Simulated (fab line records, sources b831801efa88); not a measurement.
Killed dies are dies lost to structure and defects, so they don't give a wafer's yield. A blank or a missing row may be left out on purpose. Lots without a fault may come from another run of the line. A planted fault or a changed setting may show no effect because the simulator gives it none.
Which tool did it? | flow gf180mcu | 13 lots, 39 wafers sampled, at 6 steps of a route of 602

WHAT THE GAUGES READ, wafer by wafer
GF_STI_THK_MEAS_22. Usual: STI_OXIDATION_01_THK 14.99 nm, standard deviation 0.27.
lot  | measured    | on            | STI_OXIDATION_01_THK (nm) | flag
L323 | day 2 02:31 | film_metro-02 | 14.69 15.05 14.72         |
L324 | day 2 10:32 | film_metro-02 | 14.84 14.92 15.10         |
L325 | day 2 13:38 | film_metro-01 | 15.33 15.12 15.38         |
L329 | day 3 11:23 | film_metro-01 | 14.86 14.99 14.89         |
L330 | day 3 16:05 | film_metro-02 | 14.35 14.77 14.60         |
L336 | day 4 22:16 | film_metro-02 | 14.69 14.79 14.51         |
L337 | day 5 03:13 | film_metro-02 | 15.02 14.89 14.87         |
L338 | day 5 09:01 | film_metro-01 | 15.04 14.99 15.12         |
L339 | day 5 13:28 | film_metro-01 | 15.00 14.71 14.96         |
L342 | day 6 06:04 | film_metro-01 | 14.94 15.34 15.21         |
L343 | day 6 09:59 | film_metro-03 | 15.47 15.22 15.47         |
L344 | day 6 15:13 | film_metro-01 | 15.12 15.19 15.31         |
L345 | day 6 21:01 | film_metro-01 | 15.27 15.29 15.21         |

GF_STI_THK_MEAS_30. Usual: STI_OXIDATION_02_THK 10.02 nm, standard deviation 0.16.
lot  | measured    | on            | STI_OXIDATION_02_THK (nm) | flag
L323 | day 2 05:07 | film_metro-03 | 10.36 10.25 10.28         |
L324 | day 2 13:44 | film_metro-03 | 9.87 9.66 9.79            |
L325 | day 2 16:08 | film_metro-01 | 10.09 10.19 10.06         |
L329 | day 3 13:55 | film_metro-01 | 10.14 9.98 10.15          |
L330 | day 3 19:20 | film_metro-03 | 9.93 10.08 10.13          |
L336 | day 5 00:54 | film_metro-03 | 9.91 10.10 10.09          |
L337 | day 5 07:52 | film_metro-01 | 10.14 10.22 10.08         |
L338 | day 5 11:58 | film_metro-01 | 9.82 9.86 9.79            |
L339 | day 5 16:42 | film_metro-01 | 9.97 9.83 10.00           |
L342 | day 6 08:34 | film_metro-01 | 10.20 10.19 10.23         |
L343 | day 6 12:55 | film_metro-01 | 9.92 9.99 9.87            |
L344 | day 6 18:39 | film_metro-01 | 10.21 10.29 10.26         |
L345 | day 6 23:33 | film_metro-02 | 10.13 9.91 10.21          |

GF_LVPWELL_TW_MEAS_11. Usual: LVPWELL_TW 565, standard deviation 3.3.
lot  | measured    | on            | LVPWELL_TW  | flag
L323 | day 3 20:41 | film_metro-03 | 565 567 566 |
L324 | day 4 04:52 | film_metro-04 | 568 567 570 |
L325 | day 4 07:50 | film_metro-02 | 562 559 562 |
L329 | day 5 07:10 | film_metro-04 | 567 568 566 |
L330 | day 5 12:47 | film_metro-03 | 568 569 567 |
L336 | day 6 20:25 | film_metro-03 | 567 564 566 |
L337 | day 7 05:43 | film_metro-02 | 562 563 559 |
L338 | day 7 09:19 | film_metro-03 | 565 562 564 |
L339 | day 7 15:37 | film_metro-04 | 569 570 570 |
L342 | day 8 07:14 | film_metro-02 | 561 559 559 |
L343 | day 8 13:53 | film_metro-02 | 561 557 559 |
L344 | day 8 18:55 | film_metro-04 | 568 570 569 |
L345 | day 9 00:25 | film_metro-03 | 567 564 566 |

GF_MVSD_TW_MEAS_11. Usual: MVSD_TW 1591, standard deviation 9.7.
lot  | measured    | on            | MVSD_TW        | flag
L323 | day 4 10:41 | film_metro-03 | 1587 1590 1582 |
L324 | day 4 18:46 | film_metro-02 | 1594 1594 1586 |
L325 | day 4 21:50 | film_metro-03 | 1599 1590 1590 |
L329 | day 5 22:13 | film_metro-02 | 983 993 989    | OFF
L330 | day 6 04:05 | film_metro-04 | 991 992 998    | OFF
L336 | day 7 12:23 | film_metro-03 | 1598 1597 1587 |
L337 | day 7 22:08 | film_metro-03 | 1592 1594 1585 |
L338 | day 8 01:59 | film_metro-03 | 1593 1597 1588 |
L339 | day 8 07:56 | film_metro-04 | 1603 1608 1604 |
L342 | day 8 23:47 | film_metro-02 | 1582 1585 1598 |
L343 | day 9 07:08 | film_metro-04 | 1622 1603 1605 |
L344 | day 9 12:22 | film_metro-02 | 1575 1568 1568 |
L345 | day 9 17:16 | film_metro-04 | 1601 1600 1591 |

GF_VT_IMPLANT_RS_MEAS_46: measures by four-point-probe. Usual: MVSD_RS 456.7 ohm/sq, standard deviation 1.5.
lot  | measured     | on            | MVSD_RS (ohm/sq)     | flag
L323 | day 7 14:00  | film_metro-03 | 458.4 459.1 459.9    |
L324 | day 7 23:17  | film_metro-03 | 456.2 458.1 457.4    |
L325 | day 8 02:10  | film_metro-03 | 456.8 457.0 456.7    |
L329 | day 9 07:06  | film_metro-03 | 1166.9 1155.3 1150.6 | OFF
L330 | day 9 12:36  | film_metro-02 | 1172.6 1174.7 1172.2 | OFF
L336 | day 11 03:09 | film_metro-04 | 455.2 456.6 455.2    |
L337 | day 11 14:30 | film_metro-03 | 457.3 456.5 455.9    |
L338 | day 11 18:35 | film_metro-02 | 455.1 455.1 455.9    |
L339 | day 12 02:20 | film_metro-04 | 455.3 456.8 456.8    |
L342 | day 12 20:30 | film_metro-04 | 456.6 455.5 454.0    |
L343 | day 13 04:48 | film_metro-04 | 455.6 456.9 456.6    |
L344 | day 13 12:05 | film_metro-03 | 458.4 458.1 457.6    |
L345 | day 13 17:32 | film_metro-04 | 457.5 459.9 457.4    |

WHICH TOOL RAN EACH LOT (tool, then ch and the chambers of the sampled wafers, then the start)
lot  | GF_MVSD_IMPLANT_08
L323 | implanter-01 ch 0, day 4 10:17
L324 | implanter-03 ch 0, day 4 18:23
L325 | implanter-04 ch 0, day 4 21:26
L329 | implanter-01 ch 0, day 5 21:49
L330 | implanter-01 ch 0, day 6 03:41
L336 | implanter-03 ch 0, day 7 11:59
L337 | implanter-04 ch 0, day 7 21:44
L338 | implanter-04 ch 0, day 8 01:37
L339 | implanter-04 ch 0, day 8 07:34
L342 | implanter-01 ch 0, day 8 23:25
L343 | implanter-01 ch 0, day 9 06:44
L344 | implanter-01 ch 0, day 9 11:59
L345 | implanter-04 ch 0, day 9 16:52
- GF_MVSD_IMPLANT_08

WHAT THE TOOLS THEMSELVES READ (means of the sampled wafers that have a number; where no wafer has one, the mark that the record gives instead)
GF_MVSD_IMPLANT_08. Usual: beam_on_s 9.99 s, standard deviation 0.2; dose_ions_cm2 1.5999e+13, standard deviation 1.7e+10; faraday_current_uA 90.4, standard deviation 1.7.
lot  | tool         | beam_on_s (s) | dose_ions_cm2 | faraday_current_uA | flag
L323 | implanter-01 | 10.08         | 1.6007e+13    | 89.6               |
L324 | implanter-03 | 10.03         | 1.6005e+13    | 89.9               |
L325 | implanter-04 | 9.94          | 1.5999e+13    | 90.8               |
L329 | implanter-01 | 9.91          | 1.8540e+12    | 10.5               | OFF
L330 | implanter-01 | 9.96          | 1.8683e+12    | 10.4               | OFF
L336 | implanter-03 | 9.93          | 1.5998e+13    | 90.7               |
L337 | implanter-04 | 10.01         | 1.6010e+13    | 90.1               |
L338 | implanter-04 | 9.90          | 1.6014e+13    | 91.0               |
L339 | implanter-04 | 9.97          | 1.6019e+13    | 90.4               |
L342 | implanter-01 | 10.05         | 1.5994e+13    | 89.9               |
L343 | implanter-01 | 10.24         | 1.5998e+13    | 88.2               |
L344 | implanter-01 | 10.17         | 1.5988e+13    | 88.6               |
L345 | implanter-04 | 9.87          | 1.6014e+13    | 91.3               |

THE ANSWER, worked out from the rows above alone
Rule: a lot is off if the mean of its wafers that have a number lies more than 3 standard deviations from the usual mean. A lot without any number at a reading at which 4 lots or more have one is off too. The other lots that the step has rows for count as sound. The gauges are gone through in route order, then the tools' own readings, and for those a lot's mean is taken as printed above. The first step at which some lot is off is used, and at that step the reading that is off furthest; a lot without a number counts as furthest.
Off: L329, L330, at GF_MVSD_TW_MEAS_11 (MVSD_TW).
A tool fits if, at a process step before that reading, it ran every lot that is off, and no sound lot after the first of them. The gauges at GF_MVSD_TW_MEAS_11 aren't tried: what is off there is off at GF_MVSD_IMPLANT_08 too, on other tools, and a gauge's error can't cause that. None of those tried fits.

WHAT THE SIMULATOR HAD PUT IN
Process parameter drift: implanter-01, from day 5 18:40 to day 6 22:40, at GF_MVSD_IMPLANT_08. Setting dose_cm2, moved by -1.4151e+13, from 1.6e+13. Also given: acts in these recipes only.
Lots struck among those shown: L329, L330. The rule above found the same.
